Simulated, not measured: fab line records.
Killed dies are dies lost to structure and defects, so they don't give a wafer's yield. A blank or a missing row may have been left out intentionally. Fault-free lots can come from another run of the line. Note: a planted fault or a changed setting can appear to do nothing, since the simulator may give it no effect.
A struck lot beside a sound one / flow sky130 / 43 out of 708 route steps
Sound: these wafers, L675.2, L675.3, L675.5. The struck wafers were L695.4, L695.5, L695.6. The cause is given at the end.
For every step that has rows: the tool of each side, followed by ch and its chambers, followed by its first start. Under that, the readings that differ: sound wafers / struck wafers / difference of the means / sigmas: that difference in standard deviations of wafers without a fault.
alike: readings with means less than 2 such deviations apart, plus words and numbers identical on both sides. not compared: withheld readings, readings lacking a value on some wafer, bounds such as >300 that could conceal the same value, and numbers that have no deviation in the record and whose values overlap.
The two part at a step that has a row with sigmas, a row that says differs or no value, or rows on one side only. Numbers that have no deviation but don't overlap get no sigmas and don't part them. A reading missing from all wafers of one side parts the sides only when that side holds two or more wafers.

SKY_LDD_N_STRIP_16: strips in O2/N2.
  sound on plasma_asher-01 ch 0,1, day 17 07:34; struck on plasma_asher-01 ch 0,1, day 25 00:53
  alike: drypump_motor_current_A, oes_product_au, strip_time_to_endpoint_s
  not compared: rf_hours_counter_h
SKY_LDD_N_TW_MEAS_17:
  struck on film_metro-01, day 25 00:59; sound on film_metro-03, day 17 07:41
  alike: LDD_N_TW
then, 7 steps without rows for these wafers: SKY_LDD_P_DEHYDRATE_00 (time 60 s); SKY_LDD_P_HMDS_01 (prime time 60 s); SKY_LDD_P_COAT_02 (resist thk 1140 nm); SKY_LDD_P_SOFTBAKE_03 (time 60 s); SKY_LDD_P_EXPOSE_04 (exposes mask PSDM, target cd 380 nm); SKY_LDD_P_PEB_05; SKY_LDD_P_DEVELOP_06 (develop time 60 s).
SKY_LDD_P_CD_MEAS_07 targets a cd of 380 nm.
  struck on cd_sem-02, day 26 04:53; sound on cd_sem-02, day 18 12:08
  alike: cd_nm
SKY_LDD_P_OVL_MEAS_08:
  struck on overlay-02, day 26 04:58; sound on overlay-02, day 18 12:15
  alike: LDD_P_OVL
after that, 1 step had no rows for these wafers: SKY_LDD_P_IMPLANT_09.
SKY_LDD_P_STRIP_10: strips in O2/N2.
  sound on plasma_asher-03 ch 0,1, day 18 12:26; struck on plasma_asher-02 ch 0,1, day 26 05:10
reading=strip_time_to_endpoint_s (s); sound=14.12 14.09 14.10; struck=14.25 14.16 14.21; difference=+0.10; sigmas=+2
  alike: drypump_motor_current_A, oes_product_au
  not compared: rf_hours_counter_h
SKY_LDD_P_TW_MEAS_11:
  struck on film_metro-01, day 26 05:16; sound on film_metro-01, day 18 12:32
  alike: LDD_P_TW
then, 7 steps without rows for these wafers: SKY_LDD_HVN_DEHYDRATE_00 (time 60 s); SKY_LDD_HVN_HMDS_01 (prime time 60 s); SKY_LDD_HVN_COAT_02 (resist thk 300 nm); SKY_LDD_HVN_SOFTBAKE_03 (time 60 s); SKY_LDD_HVN_EXPOSE_04 (exposes mask HVNTM, target cd 700 nm); SKY_LDD_HVN_PEB_05; SKY_LDD_HVN_DEVELOP_06 (develop time 60 s).
SKY_LDD_HVN_OVL_MEAS_07:
  struck on overlay-02, day 27 08:54; sound on overlay-02, day 19 18:38
  alike: LDD_HVN_OVL
after that, 1 step had no rows for these wafers: SKY_LDD_HVN_IMPLANT_08.
SKY_LDD_HVN_STRIP_09: strips in O2/N2.
  sound on plasma_asher-04 ch 0,1, day 19 18:49; struck on plasma_asher-01 ch 0,1, day 27 09:06
  alike: drypump_motor_current_A, oes_product_au, strip_time_to_endpoint_s
  not compared: rf_hours_counter_h
SKY_LDD_HVN_TW_MEAS_10:
  struck on film_metro-01, day 27 09:11; sound on film_metro-04, day 19 18:56
  alike: LDD_HVN_TW
then, 7 steps without rows for these wafers: SKY_LDD_HVP_DEHYDRATE_00 (time 60 s); SKY_LDD_HVP_HMDS_01 (prime time 60 s); SKY_LDD_HVP_COAT_02 (resist thk 300 nm); SKY_LDD_HVP_SOFTBAKE_03 (time 60 s); SKY_LDD_HVP_EXPOSE_04 (exposes mask HVPTM, target cd 700 nm); SKY_LDD_HVP_PEB_05; SKY_LDD_HVP_DEVELOP_06 (develop time 60 s).
SKY_LDD_HVP_OVL_MEAS_07:
  struck on overlay-01, day 28 12:17; sound on overlay-01, day 21 02:44
  alike: LDD_HVP_OVL
after that, 1 step had no rows for these wafers: SKY_LDD_HVP_IMPLANT_08.
SKY_LDD_HVP_STRIP_09: strips in O2/N2.
  sound on plasma_asher-04 ch 0,1, day 21 02:55; struck on plasma_asher-04 ch 0,1, day 28 12:29
  alike: drypump_motor_current_A, oes_product_au, strip_time_to_endpoint_s
  not compared: rf_hours_counter_h
SKY_LDD_HVP_TW_MEAS_10:
  struck on film_metro-02, day 28 12:35; sound on film_metro-03, day 21 03:01
  alike: LDD_HVP_TW
then, 6 steps without rows for these wafers: SKY_LDD_LDN_DEHYDRATE_00 (time 60 s); SKY_LDD_LDN_HMDS_01 (prime time 60 s); SKY_LDD_LDN_COAT_02 (resist thk 1140 nm); SKY_LDD_LDN_SOFTBAKE_03 (time 60 s); SKY_LDD_LDN_EXPOSE_04 (exposes mask LDNTM, target cd 700 nm); SKY_LDD_LDN_PEB_05.
-- here the record skips 22 days between the struck wafers' starts before and after, leaving off in module LDD_LDN and picking up in module PAD_OPEN (first step shown: number 708 of the route) --
SKY_PAD_OPEN_PROBE_99:
  struck on prober-01, day 50 07:51; sound on prober-01, day 45 08:59
reading=hold; sound=- - -; struck=await_dispo/4.7h/release await_dispo/4.7h/release await_dispo/4.7h/release; difference=no value on the sound wafers; sigmas=
reading=killed_at_front_end; sound=9 16 14; struck=49 48 60; difference=+39; sigmas=+9
reading=killed_dies; sound=76 84 92; struck=110 140 121; difference=+40; sigmas=+4
  alike: killed_at_M0_to_M3, killed_at_M4_up, killed_at_contacts, killed_at_other, killed_open, killed_short

WHERE THEY PART
At SKY_LDD_P_STRIP_10 first; at SKY_PAD_OPEN_PROBE_99 last (within this record only).

WHY: what had been put in by the simulator
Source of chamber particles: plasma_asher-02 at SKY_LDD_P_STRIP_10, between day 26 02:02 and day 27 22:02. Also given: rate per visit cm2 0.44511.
